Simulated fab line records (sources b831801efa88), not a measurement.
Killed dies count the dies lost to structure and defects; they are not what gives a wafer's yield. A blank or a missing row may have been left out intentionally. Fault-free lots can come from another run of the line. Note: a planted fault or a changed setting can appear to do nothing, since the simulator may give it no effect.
fab line records ; flow sky130 ; part 1 of 2: steps 1 to 26 of 34
[record] lots = 5; wafers = 15; last-day = 50
route steps=708 shown CONTACT@407 METAL1@434
lots that met no fault: from a run of the same line without faults
start-h: hours from the record's first day to the start of the lot's first wafer shown ; wait-h: hours since the lot's step before ; " the same as in the row above ; L1.1+2: one row covering several wafers at once ; - either no value or no given start ; * or withheld: withheld ; < > ~ a bound
route shown NAME@n: names a module that has steps shown in the file, with the first one's number in the route ; usual: mean/standard deviation taken from wafers without a fault ; same: alike in all rows ; chamber/n: place in a boat ; sites: each site's reading ; _std_site: how widely they spread, as a standard deviation ; _edge_site: inner sites' mean taken away from outer sites' mean ; radius-mm: for every site, how far away it sits from the centre of the wafer ; mask NAME#n: copy n ; behind: the tool/chamber that last shaped the wafer ; hold: cause of the lot's hold/its duration in hours/its outcome ; device: the transistor (n, p or np) that didn't switch ; end of line: at the end of the route, the tests of the same wafers ; step lacking rows: just its recipe ; killed: dies lost to structure and defects at the first sort, not the wafer's yield ; map: the dies of a wafer, with x for killed, . for not killed, _ for no die there
set.NAME: the setting as run; set.NAME@STEP: as run at that earlier step ; model.NAME: the simulator's own value behind a step, which no gauge read
certain route steps with their lots: each step a table, each wafer a row
services: a tool's chamber out of use, with start hour (start-h, from the record's first day; less than 0 if before it), hours out, and reason
[[steps]]
[step SKY_CONTACT_THK_MEAS_01]
[recipe] reads = Si3N4_of_CONTACT_CVD_00
[usual] CONTACT_CVD_00_THK = 75.1/0.97
lot.wafer;tool;chamber;start-h;wait-h;CONTACT_CVD_00_THK[nm]
L080.1;film-metro-04;-;764.00;-;74.7
L080.5;film-metro-04;-;764.00;-;75.3
L080.6;film-metro-04;-;764.00;-;75.9
L086.1;film-metro-03;-;809.76;-;73.1
L086.2;film-metro-03;-;809.76;-;73.9
L086.3;film-metro-03;-;809.76;-;73.9
L090.1;film-metro-04;-;829.64;-;73.2
L090.4;film-metro-04;-;829.64;-;74.7
L090.5;film-metro-04;-;829.64;-;73.4
L095.2;film-metro-04;-;869.04;-;72.9
L095.5;film-metro-04;-;869.04;-;74.7
L095.6;film-metro-04;-;869.04;-;76.5
L096.1;film-metro-01;-;877.51;-;75.2
L096.5;film-metro-01;-;877.51;-;76.8
L096.6;film-metro-01;-;877.51;-;75.6
[step SKY_CONTACT_HDPCVD_02]
[recipe] material = SiO2; target-thk-nm = 565; sigma-open-frac = 0.3; time-s = 94.2; temp-c = 600; sih4-flow-sccm = 60; pressure-mtorr = 6
lot.wafer;tool;chamber;start-h;wait-h
L080.1+5+6;hdpcvd-01;1,1,0;764.06;0.1
L086.1+2+3;hdpcvd-01;1,0,2;809.82;0.1
L090.1+4+5;hdpcvd-02;0,0,2;829.70;0.1
L095.2+5+6;hdpcvd-01;2,1,2;869.09;0.0
L096.1+5+6;hdpcvd-01;2,1,2;877.57;0.1
[step SKY_CONTACT_THK_MEAS_03]
[recipe] reads = SiO2_of_CONTACT_HDPCVD_02
[usual] CONTACT_HDPCVD_THK = 570/5.5
lot.wafer;tool;chamber;start-h;wait-h;CONTACT_HDPCVD_THK[nm]
L080.1;film-metro-01;-;764.13;0.0;562
L080.5;film-metro-01;-;764.13;0.0;564
L080.6;film-metro-01;-;764.13;0.0;570
L086.1;film-metro-01;-;809.89;0.0;567
L086.2;film-metro-01;-;809.89;0.0;574
L086.3;film-metro-01;-;809.89;0.0;569
L090.1;film-metro-01;-;829.77;0.0;578
L090.4;film-metro-01;-;829.77;0.0;584
L090.5;film-metro-01;-;829.77;0.0;581
L095.2;film-metro-01;-;869.17;0.0;572
L095.5;film-metro-01;-;869.17;0.0;561
L095.6;film-metro-01;-;869.17;0.0;569
L096.1;film-metro-04;-;877.64;0.0;567
L096.5;film-metro-04;-;877.64;0.0;571
L096.6;film-metro-04;-;877.64;0.0;564
[step SKY_CONTACT_CMP_04]
[recipe] material = SiO2; down-force-psi = 4; platen-rpm = 60; pad-velocity-m-s = 0.94248
[usual] edge-zone-pressure-frac = 1.000/0.005; motor-current-A = 12.7/1.1; platen-rpm = 60.00/0.039; time-to-endpoint-s = 82/4
lot.wafer;tool;chamber;start-h;wait-h;edge-zone-pressure-frac;motor-current-A;platen-rpm;time-to-endpoint-s
L080.1;cmp-02;3;764.19;0.1;1.007;13.9;60.00;77
L080.6;cmp-02;3;764.19;0.1;1.008;13.3;59.94;83
L080.5;cmp-02;0;764.19;0.1;0.992;10.9;59.95;78
L086.1;cmp-02;3;809.95;0.1;1.004;13.3;60.00;79
L086.2;cmp-02;0;809.95;0.1;1.004;10.4;59.98;83
L086.3;cmp-02;1;809.95;0.1;1.005;9.9;60.02;85
L090.1;cmp-02;1;829.93;0.1;0.999;10.2;60.04;82
L090.4;cmp-02;2;829.93;0.1;1.002;12.0;59.96;89
L090.5;cmp-02;0;829.93;0.1;0.997;11.0;59.98;83
L095.2;cmp-01;0;869.37;0.2;0.996;12.3;60.02;77
L095.5;cmp-01;1;869.37;0.2;1.008;12.9;59.96;73
L095.6;cmp-01;2;869.37;0.2;1.005;13.8;59.98;80
L096.1;cmp-01;3;877.85;0.2;0.997;13.1;60.01;84
L096.5;cmp-01;0;877.85;0.2;1.005;12.8;60.10;78
L096.6;cmp-01;1;877.85;0.2;0.996;13.0;60.02;80
[step SKY_CONTACT_BOW_MEAS_05]
[recipe] mode = bow
[usual] CONTACT_BOW = 81/6.3
lot.wafer;tool;chamber;start-h;wait-h;CONTACT_BOW[um]
L080.1;film-metro-03;-;764.49;0.2;78
L080.5;film-metro-03;-;764.49;0.2;78
L080.6;film-metro-03;-;764.49;0.2;78
L086.1;film-metro-03;-;810.25;0.2;81
L086.2;film-metro-03;-;810.25;0.2;88
L086.3;film-metro-03;-;810.25;0.2;85
L090.1;film-metro-04;-;830.13;0.1;85
L090.4;film-metro-04;-;830.13;0.1;89
L090.5;film-metro-04;-;830.13;0.1;76
L095.2;film-metro-01;-;869.54;0.1;93
L095.5;film-metro-01;-;869.54;0.1;93
L095.6;film-metro-01;-;869.54;0.1;80
L096.1;film-metro-01;-;878.00;0.1;84
L096.5;film-metro-01;-;878.00;0.1;78
L096.6;film-metro-01;-;878.00;0.1;75
[step SKY_CONTACT_DEHYDRATE_06]
[recipe] temp-c = 200; time-s = 60
[usual] resist-line-temp-C = 23.00/0.096
lot.wafer;tool;chamber;start-h;wait-h;resist-line-temp-C
L080.1;litho-track-02;0;777.01;12.5;23.16
L080.5;litho-track-02;0;777.01;12.5;23.24
L080.6;litho-track-02;0;777.01;12.5;23.07
L086.1;litho-track-02;0;823.71;13.4;22.87
L086.2;litho-track-02;0;823.71;13.4;23.11
L086.3;litho-track-02;0;823.71;13.4;23.00
L090.1;litho-track-02;0;842.31;12.2;23.09
L090.4;litho-track-02;0;842.31;12.2;22.83
L090.5;litho-track-02;0;842.31;12.2;22.96
L095.2;litho-track-02;0;882.14;12.6;23.15
L095.5;litho-track-02;0;882.14;12.6;23.00
L095.6;litho-track-02;0;882.14;12.6;23.04
L096.1;litho-track-02;0;890.21;12.2;22.90
L096.5;litho-track-02;0;890.21;12.2;23.06
L096.6;litho-track-02;0;890.21;12.2;22.99
[step SKY_CONTACT_HMDS_07]
[recipe] prime-time-s = 60; prime-temp-c = 120
[usual] resist-line-temp-C = 23.02/0.1
lot.wafer;tool;chamber;start-h;wait-h;resist-line-temp-C
L080.1;litho-track-02;0;777.16;0.1;23.04
L080.5;litho-track-02;0;777.16;0.1;23.09
L080.6;litho-track-02;0;777.16;0.1;23.15
L086.1;litho-track-02;0;823.86;0.1;23.09
L086.2;litho-track-02;0;823.86;0.1;23.12
L086.3;litho-track-02;0;823.86;0.1;23.01
L090.1;litho-track-02;0;842.46;0.1;23.23
L090.4;litho-track-02;0;842.46;0.1;23.21
L090.5;litho-track-02;0;842.46;0.1;23.33
L095.2;litho-track-02;0;882.29;0.1;22.94
L095.5;litho-track-02;0;882.29;0.1;22.97
L095.6;litho-track-02;0;882.29;0.1;23.08
L096.1;litho-track-02;0;890.36;0.1;23.14
L096.5;litho-track-02;0;890.36;0.1;23.15
L096.6;litho-track-02;0;890.36;0.1;23.16
[step SKY_CONTACT_COAT_08]
[recipe] resist = BARC; temp-c = withheld; time-s = withheld; spin-rpm = 3000; resist-thk-nm = 60
[usual] resist-line-temp-C = *
lot.wafer;tool;chamber;start-h;wait-h;resist-line-temp-C
L080.1;litho-track-02;0;777.31;0.1;*
L080.5;litho-track-02;0;777.31;0.1;*
L080.6;litho-track-02;0;777.31;0.1;*
L086.1;litho-track-02;0;824.01;0.1;*
L086.2;litho-track-02;0;824.01;0.1;*
L086.3;litho-track-02;0;824.01;0.1;*
L090.1;litho-track-02;0;842.61;0.1;*
L090.4;litho-track-02;0;842.61;0.1;*
L090.5;litho-track-02;0;842.61;0.1;*
L095.2;litho-track-02;0;882.44;0.1;*
L095.5;litho-track-02;0;882.44;0.1;*
L095.6;litho-track-02;0;882.44;0.1;*
L096.1;litho-track-02;0;890.51;0.1;*
L096.5;litho-track-02;0;890.51;0.1;*
L096.6;litho-track-02;0;890.51;0.1;*
[step SKY_CONTACT_COAT_09]
[recipe] resist = KrF-thick; spin-rpm = 3000; resist-thk-nm = 450
[usual] resist-line-temp-C = 22.98/0.12
lot.wafer;tool;chamber;start-h;wait-h;resist-line-temp-C
L080.1;litho-track-02;0;-;-;23.16
L080.5;litho-track-02;0;-;-;22.93
L080.6;litho-track-02;0;-;-;23.10
L086.1;litho-track-02;0;-;-;22.88
L086.2;litho-track-02;0;-;-;22.87
L086.3;litho-track-02;0;-;-;22.94
L090.1;litho-track-02;0;-;-;22.96
L090.4;litho-track-02;0;-;-;22.93
L090.5;litho-track-02;0;-;-;23.08
L095.2;litho-track-02;0;-;-;22.92
L095.5;litho-track-02;0;-;-;23.13
L095.6;litho-track-02;0;-;-;23.09
L096.1;litho-track-02;0;-;-;22.85
L096.5;litho-track-02;0;-;-;22.89
L096.6;litho-track-02;0;-;-;23.03
[step SKY_CONTACT_SOFTBAKE_10]
[recipe] temp-c = 100; time-s = 90; resist = KrF-thick
[usual] resist-line-temp-C = 23.02/0.11
lot.wafer;tool;chamber;start-h;wait-h;resist-line-temp-C
L080.1;litho-track-02;0;-;-;22.97
L080.5;litho-track-02;0;-;-;23.00
L080.6;litho-track-02;0;-;-;23.09
L086.1;litho-track-02;0;-;-;23.12
L086.2;litho-track-02;0;-;-;23.17
L086.3;litho-track-02;0;-;-;23.13
L090.1;litho-track-02;0;-;-;23.07
L090.4;litho-track-02;0;-;-;23.06
L090.5;litho-track-02;0;-;-;22.95
L095.2;litho-track-02;0;-;-;23.01
L095.5;litho-track-02;0;-;-;23.16
L095.6;litho-track-02;0;-;-;23.07
L096.1;litho-track-02;0;-;-;23.09
L096.5;litho-track-02;0;-;-;23.00
L096.6;litho-track-02;0;-;-;22.97
[step SKY_CONTACT_EXPOSE_11]
[recipe] mask-id = CTM1; na = 0.8; source-shape = annular; sigma-inner = 0.55; sigma-outer = 0.85; target-cd-nm = 170; dose-mj = 38
[usual] stage-vel-mm-s = 499.97/0.24
lot.wafer;tool;chamber;start-h;wait-h;mask;stage-vel-mm-s
L080.1;krf-scanner-02;0;-;-;CTM1#0;499.81
L080.5;krf-scanner-02;0;-;-;CTM1#0;500.06
L080.6;krf-scanner-02;0;-;-;CTM1#0;499.81
L086.1;krf-scanner-01;0;-;-;CTM1#0;499.57
L086.2;krf-scanner-01;0;-;-;CTM1#0;499.88
L086.3;krf-scanner-01;0;-;-;CTM1#0;499.89
L090.1;krf-scanner-02;0;-;-;CTM1#0;500.11
L090.4;krf-scanner-02;0;-;-;CTM1#0;499.54
L090.5;krf-scanner-02;0;-;-;CTM1#0;499.60
L095.2;krf-scanner-02;0;-;-;CTM1#0;500.20
L095.5;krf-scanner-02;0;-;-;CTM1#0;499.94
L095.6;krf-scanner-02;0;-;-;CTM1#0;500.31
L096.1;krf-scanner-02;0;-;-;CTM1#0;499.87
L096.5;krf-scanner-02;0;-;-;CTM1#0;499.74
L096.6;krf-scanner-02;0;-;-;CTM1#0;499.68
[step SKY_CONTACT_PEB_12]
[recipe] peb-temp-c = withheld; peb-time-s = withheld; resist = KrF-thick
[usual] resist-line-temp-C = *
lot.wafer;tool;chamber;start-h;wait-h;resist-line-temp-C
L080.1;litho-track-03;0;-;-;*
L080.5;litho-track-03;0;-;-;*
L080.6;litho-track-03;0;-;-;*
L086.1;litho-track-03;0;-;-;*
L086.2;litho-track-03;0;-;-;*
L086.3;litho-track-03;0;-;-;*
L090.1;litho-track-02;0;-;-;*
L090.4;litho-track-02;0;-;-;*
L090.5;litho-track-02;0;-;-;*
L095.2;litho-track-01;0;-;-;*
L095.5;litho-track-01;0;-;-;*
L095.6;litho-track-01;0;-;-;*
L096.1;litho-track-02;0;-;-;*
L096.5;litho-track-02;0;-;-;*
L096.6;litho-track-02;0;-;-;*
[step SKY_CONTACT_DEVELOP_13]
[recipe] develop-time-s = 60; resist = KrF-thick; dev-temp-c = 21
[usual] resist-line-temp-C = 23.00/0.11
lot.wafer;tool;chamber;start-h;wait-h;resist-line-temp-C
L080.1;litho-track-03;0;-;-;23.12
L080.5;litho-track-03;0;-;-;22.92
L080.6;litho-track-03;0;-;-;23.01
L086.1;litho-track-03;0;-;-;22.85
L086.2;litho-track-03;0;-;-;22.79
L086.3;litho-track-03;0;-;-;22.81
L090.1;litho-track-02;0;-;-;22.94
L090.4;litho-track-02;0;-;-;22.96
L090.5;litho-track-02;0;-;-;22.87
L095.2;litho-track-01;0;-;-;22.86
L095.5;litho-track-01;0;-;-;22.89
L095.6;litho-track-01;0;-;-;22.86
L096.1;litho-track-02;0;-;-;22.94
L096.5;litho-track-02;0;-;-;22.97
L096.6;litho-track-02;0;-;-;23.11
[step SKY_CONTACT_CD_MEAS_14]
[recipe] target-cd-nm = 170
[usual] cd-nm = 170.0/1.8
lot.wafer;tool;chamber;start-h;wait-h;cd-nm
L080.1;cd-sem-01;-;790.98;-;171.9
L080.5;cd-sem-01;-;790.98;-;172.7
L080.6;cd-sem-01;-;790.98;-;171.3
L086.1;cd-sem-01;-;837.53;-;172.1
L086.2;cd-sem-01;-;837.53;-;171.0
L086.3;cd-sem-01;-;837.53;-;170.9
L090.1;cd-sem-01;-;856.41;-;168.9
L090.4;cd-sem-01;-;856.41;-;167.8
L090.5;cd-sem-01;-;856.41;-;167.6
L095.2;cd-sem-02;-;895.52;-;168.4
L095.5;cd-sem-02;-;895.52;-;168.1
L095.6;cd-sem-02;-;895.52;-;169.6
L096.1;cd-sem-02;-;903.96;-;168.3
L096.5;cd-sem-02;-;903.96;-;170.4
L096.6;cd-sem-02;-;903.96;-;169.8
[step SKY_CONTACT_OVL_MEAS_15]
[usual] CONTACT_OVL = -1/5.8
lot.wafer;tool;chamber;start-h;wait-h;CONTACT_OVL[nm]
L080.1;overlay-02;-;791.10;0.1;-6
L080.5;overlay-02;-;791.10;0.1;4
L080.6;overlay-02;-;791.10;0.1;-4
L086.1;overlay-01;-;837.65;0.1;10
L086.2;overlay-01;-;837.65;0.1;-7
L086.3;overlay-01;-;837.65;0.1;5
L090.1;overlay-02;-;856.53;0.1;3
L090.4;overlay-02;-;856.53;0.1;11
L090.5;overlay-02;-;856.53;0.1;10
L095.2;overlay-01;-;895.62;0.1;1
L095.5;overlay-01;-;895.62;0.1;-1
L095.6;overlay-01;-;895.62;0.1;-2
L096.1;overlay-01;-;904.08;0.1;8
L096.5;overlay-01;-;904.08;0.1;5
L096.6;overlay-01;-;904.08;0.1;5
[step SKY_CONTACT_ETCH_16]
[recipe] chemistry = N2/H2; target = BARC; ion-energy-ev = 200; source-w = 500; bias-w = 100; pressure-mtorr = 30; n2-flow-sccm = 100; h2-flow-sccm = 200; stop-on = SiO2; time-s = 45.9; target-depth-a = 600
[usual] drypump-motor-current-A = 5.8/0.38; oes-product-au = 0.855/0.0045; throttle-valve-pct = 13.224/0.0079
lot.wafer;tool;chamber;start-h;wait-h;drypump-motor-current-A;oes-product-au;rf-hours-counter-h;throttle-valve-pct
L080.1;rie-diel-01;1;791.14;0.0;6.0;0.856;12;13.229
L080.5;rie-diel-01;2;791.14;0.0;5.6;0.856;-;13.224
L080.6;rie-diel-01;3;791.14;0.0;6.4;0.862;-;13.223
L086.1;rie-diel-04;0;837.69;0.0;5.7;0.858;25;13.214
L086.2;rie-diel-04;2;837.69;0.0;5.4;0.857;12;13.223
L086.3;rie-diel-04;3;837.69;0.0;6.0;0.855;18;13.216
L090.1;rie-diel-03;0;856.57;0.0;5.0;0.855;13;13.219
L090.4;rie-diel-03;1;856.57;0.0;6.2;0.865;10;13.222
L090.5;rie-diel-03;2;856.57;0.0;5.7;0.863;-;13.227
L095.2;rie-diel-01;2;895.65;0.0;5.6;0.858;10;13.227
L095.5;rie-diel-01;0;895.65;0.0;5.8;0.865;-;13.220
L095.6;rie-diel-01;3;895.65;0.0;6.4;0.856;-;13.236
L096.1;rie-diel-04;2;904.12;0.0;5.4;0.853;14;13.209
L096.5;rie-diel-04;1;904.12;0.0;5.2;0.857;-;13.224
L096.6;rie-diel-04;0;904.12;0.0;5.6;0.857;-;13.221
[step SKY_CONTACT_ETCH_17]
[recipe] target = SiO2; chemistry = C4F8/O2/Ar; stop-on = Si3N4; mask-material = KrF-thick; source-w = 1500; bias-w = 1200; pressure-mtorr = 40; c4f8-flow-sccm = withheld; O2_flow_sccm = 6; Ar_flow_sccm = 300; time-s = withheld; target-depth-a = 3400
[usual] oes-product-au = 0.891/0.0051
lot.wafer;tool;chamber;start-h;wait-h;oes-product-au
L080.1;rie-diel-01;1;791.18;0.0;0.889
L080.5;rie-diel-01;2;791.18;0.0;0.893
L080.6;rie-diel-01;3;791.18;0.0;0.891
L086.1;rie-diel-04;0;837.73;0.0;0.889
L086.2;rie-diel-04;2;837.73;0.0;0.890
L086.3;rie-diel-04;3;837.73;0.0;0.883
L090.1;rie-diel-03;0;856.61;0.0;0.897
L090.4;rie-diel-03;1;856.61;0.0;0.895
L090.5;rie-diel-03;2;856.61;0.0;0.894
L095.2;rie-diel-01;2;895.69;0.0;0.890
L095.5;rie-diel-01;0;895.69;0.0;0.892
L095.6;rie-diel-01;3;895.69;0.0;0.894
L096.1;rie-diel-04;2;904.16;0.0;0.894
L096.5;rie-diel-04;1;904.16;0.0;0.886
L096.6;rie-diel-04;0;904.16;0.0;0.883
[step SKY_CONTACT_ETCH_18]
[recipe] target = Si3N4; chemistry = CHF3/O2; stop-on = TiN; source-w = 600; bias-w = 200; pressure-mtorr = 40; chf3-flow-sccm = 50; O2_flow_sccm = 5; time-s = 39; target-depth-a = 750
[usual] O2_flow_sccm = 4.998/0.014; drypump-motor-current-A = 5.8/0.38; oes-product-au = 0.856/0.0075; throttle-valve-pct = 8.795/0.011
lot.wafer;tool;chamber;start-h;wait-h;O2_flow_sccm;drypump-motor-current-A;oes-product-au;rf-hours-counter-h;throttle-valve-pct
L080.1;rie-diel-01;1;-;-;5.010;6.0;0.851;12;8.791
L080.5;rie-diel-01;2;-;-;4.984;5.6;0.858;-;8.795
L080.6;rie-diel-01;3;-;-;5.006;6.4;0.852;-;8.783
L086.1;rie-diel-04;0;-;-;4.989;5.7;0.845;25;8.786
L086.2;rie-diel-04;2;-;-;4.986;5.4;0.842;12;8.786
L086.3;rie-diel-04;3;-;-;5.008;6.0;0.849;18;8.776
L090.1;rie-diel-03;0;-;-;4.994;4.9;0.847;13;8.782
L090.4;rie-diel-03;1;-;-;4.981;6.2;0.852;11;8.793
L090.5;rie-diel-03;2;-;-;4.996;5.7;0.844;-;8.809
L095.2;rie-diel-01;2;-;-;5.002;5.6;0.844;10;8.798
L095.5;rie-diel-01;0;-;-;4.997;5.8;0.857;-;8.786
L095.6;rie-diel-01;3;-;-;4.983;6.5;0.859;-;8.813
L096.1;rie-diel-04;2;-;-;4.992;5.4;0.862;14;8.780
L096.5;rie-diel-04;1;-;-;4.997;5.2;0.870;-;8.799
L096.6;rie-diel-04;0;-;-;5.000;5.6;0.853;-;8.804
[step SKY_CONTACT_STRIP_19]
[recipe] chemistry = O2/N2; power-w = 1400; pressure-mtorr = 1500; platen-temp-c = withheld; o2-flow-sccm = 3000; n2-flow-sccm = 300; overash-fraction = 0.5
[usual] drypump-motor-current-A = 5.7/0.54; oes-product-au = 0.381/0.0048; strip-time-to-endpoint-s = 3.63/0.033
lot.wafer;tool;chamber;start-h;wait-h;drypump-motor-current-A;oes-product-au;rf-hours-counter-h;strip-time-to-endpoint-s
L080.1;plasma-asher-01;0;791.27;-;5.1;0.376;93;3.64
L080.5;plasma-asher-01;0;791.27;-;5.1;0.376;-;3.67
L080.6;plasma-asher-01;1;791.27;-;6.3;0.376;-;3.63
L086.1;plasma-asher-01;1;837.82;-;6.3;0.388;97;3.71
L086.2;plasma-asher-01;0;837.82;-;5.2;0.384;97;3.67
L086.3;plasma-asher-01;0;837.82;-;5.1;0.387;-;3.68
L090.1;plasma-asher-04;0;856.70;-;4.9;0.380;77;3.57
L090.4;plasma-asher-04;1;856.70;-;6.2;0.385;-;3.64
L090.5;plasma-asher-04;1;856.70;-;6.2;0.385;-;3.58
L095.2;plasma-asher-01;1;895.78;-;6.3;0.377;102;3.68
L095.5;plasma-asher-01;0;895.78;-;5.2;0.374;-;3.65
L095.6;plasma-asher-01;1;895.78;-;6.3;0.384;-;3.59
L096.1;plasma-asher-02;0;904.25;-;6.0;0.377;16;3.67
L096.5;plasma-asher-02;1;904.25;-;5.8;0.382;-;3.62
L096.6;plasma-asher-02;0;904.25;-;6.0;0.385;-;3.65
[step SKY_CONTACT_STRIP_20]
[recipe] chemistry = post-etch-residue-remover; time-s = 1200; temp-c = 72.5
lot.wafer;tool;chamber;start-h;wait-h
L080.1+5+6;wet-bench-03;1;791.37;0.1
L086.1+2+3;wet-bench-04;2;837.92;0.1
L090.1+4+5;wet-bench-03;0;856.80;0.1
L095.2+5+6;wet-bench-03;1;895.88;0.1
L096.1+5+6;wet-bench-03;0;904.35;0.1
[step SKY_CONTACT_CLEAN_21]
[recipe] chemistry = IPA; time-s = 180; temp-c = 25
lot.wafer;tool;chamber;start-h;wait-h
L080.1+5+6;wet-bench-01;1;792.05;0.0
L086.1+2+3;wet-bench-01;3;838.26;0.0
L090.1+4+5;wet-bench-03;1;857.14;0.0
L095.2+5+6;wet-bench-04;3;896.23;0.0
L096.1+5+6;wet-bench-01;0;904.69;0.0
[step SKY_CONTACT_CLEAN_22]
[recipe] chemistry = O3/DIW; dry = n2-spin
lot.wafer;tool;chamber;start-h;wait-h
L080.1+5+6;wet-bench-04;3;792.12;0.0
L086.1+2+3;wet-bench-04;0;838.32;0.0
L090.1+4+5;wet-bench-03;3;857.20;0.0
L095.2+5+6;wet-bench-03;3;896.29;0.0
L096.1+5+6;wet-bench-03;3;904.75;0.0
[step SKY_CONTACT_SPUTTER_23]
[recipe] material = TiN; target-thk-nm = 20; chamber-pressure-pa = 5; power-w = 4000; time-s = 80
[usual] throttle-valve-pct = 30.0/1
lot.wafer;tool;chamber;start-h;wait-h;throttle-valve-pct
L080.1;pvd-sputter-02;-;792.22;0.0;30.0
L080.5;pvd-sputter-02;-;792.22;0.0;31.0
L080.6;pvd-sputter-02;-;792.22;0.0;28.6
L086.1;pvd-sputter-02;-;838.41;0.0;30.7
L086.2;pvd-sputter-02;-;838.41;0.0;28.8
L086.3;pvd-sputter-02;-;838.41;0.0;31.1
L090.1;pvd-sputter-03;-;857.29;0.0;31.5
L090.4;pvd-sputter-03;-;857.29;0.0;29.7
L090.5;pvd-sputter-03;-;857.29;0.0;30.6
L095.2;pvd-sputter-02;-;896.38;0.0;31.1
L095.5;pvd-sputter-02;-;896.38;0.0;28.7
L095.6;pvd-sputter-02;-;896.38;0.0;30.9
L096.1;pvd-sputter-03;-;904.84;0.0;30.7
L096.5;pvd-sputter-03;-;904.84;0.0;28.4
L096.6;pvd-sputter-03;-;904.84;0.0;31.4
[step SKY_CONTACT_CVD_24]
[recipe] material = W; target-thk-nm = 340; time-s = 102.12; temp-c = 400; pressure-torr = 40
[usual] heater-power-w = 813/54
lot.wafer;tool;chamber;start-h;wait-h;heater-power-w;since-wet-clean-h
L080.1;cvd-w-02;1;792.28;0.0;793;888
L080.5;cvd-w-02;0;792.28;0.0;910;-
L080.6;cvd-w-02;1;792.28;0.0;800;-
L086.1;cvd-w-01;1;838.47;0.0;796;434
L086.2;cvd-w-01;0;838.47;0.0;769;434
L086.3;cvd-w-01;1;838.47;0.0;780;-
L090.1;cvd-w-02;1;857.35;0.0;801;953
L090.4;cvd-w-02;1;857.35;0.0;804;-
L090.5;cvd-w-02;0;857.35;0.0;912;-
L095.2;cvd-w-01;0;896.48;0.1;770;-
L095.5;cvd-w-01;0;896.48;0.1;764;-
L095.6;cvd-w-01;0;896.48;0.1;749;-
L096.1;cvd-w-01;0;904.90;0.0;776;501
L096.5;cvd-w-01;1;904.90;0.0;776;-
L096.6;cvd-w-01;0;904.90;0.0;774;-
[step SKY_CONTACT_RS_MEAS_25]
[recipe] thk-meas-gauge = four-point-probe; reads = W_of_CONTACT_CVD_24+TiN_of_CONTACT_SPUTTER_23
[usual] CONTACT_W_RS = 0.336/0.0062
lot.wafer;tool;chamber;start-h;wait-h;CONTACT_W_RS[ohm/sq]
L080.1;film-metro-03;-;792.39;0.1;0.341
L080.5;film-metro-03;-;792.39;0.1;0.337
L080.6;film-metro-03;-;792.39;0.1;0.346
L086.1;film-metro-03;-;838.58;0.1;0.335
L086.2;film-metro-03;-;838.58;0.1;0.336
L086.3;film-metro-03;-;838.58;0.1;0.332
L090.1;film-metro-04;-;857.46;0.1;0.344
L090.4;film-metro-04;-;857.46;0.1;0.343
L090.5;film-metro-04;-;857.46;0.1;0.334
L095.2;film-metro-03;-;896.68;0.2;0.336
L095.5;film-metro-03;-;896.68;0.2;0.333
L095.6;film-metro-03;-;896.68;0.2;0.334
L096.1;film-metro-01;-;905.01;0.1;0.337
L096.5;film-metro-01;-;905.01;0.1;0.333
L096.6;film-metro-01;-;905.01;0.1;0.334
[step SKY_CONTACT_THK_MEAS_26]
[recipe] thk-meas-gauge = xrf; reads = W_of_CONTACT_CVD_24
[usual] CONTACT_W_THK = 344/7
lot.wafer;tool;chamber;start-h;wait-h;CONTACT_W_THK[nm]
L080.1;film-metro-03;-;792.51;0.1;342
L080.5;film-metro-03;-;792.51;0.1;347
L080.6;film-metro-03;-;792.51;0.1;336
L086.1;film-metro-03;-;838.70;0.1;342
L086.2;film-metro-03;-;838.70;0.1;348
L086.3;film-metro-03;-;838.70;0.1;350
L090.1;film-metro-04;-;857.58;0.1;333
L090.4;film-metro-04;-;857.58;0.1;336
L090.5;film-metro-04;-;857.58;0.1;342
L095.2;film-metro-03;-;896.79;0.1;347
L095.5;film-metro-03;-;896.79;0.1;350
L095.6;film-metro-03;-;896.79;0.1;352
L096.1;film-metro-01;-;905.13;0.1;339
L096.5;film-metro-01;-;905.13;0.1;342
L096.6;film-metro-01;-;905.13;0.1;345
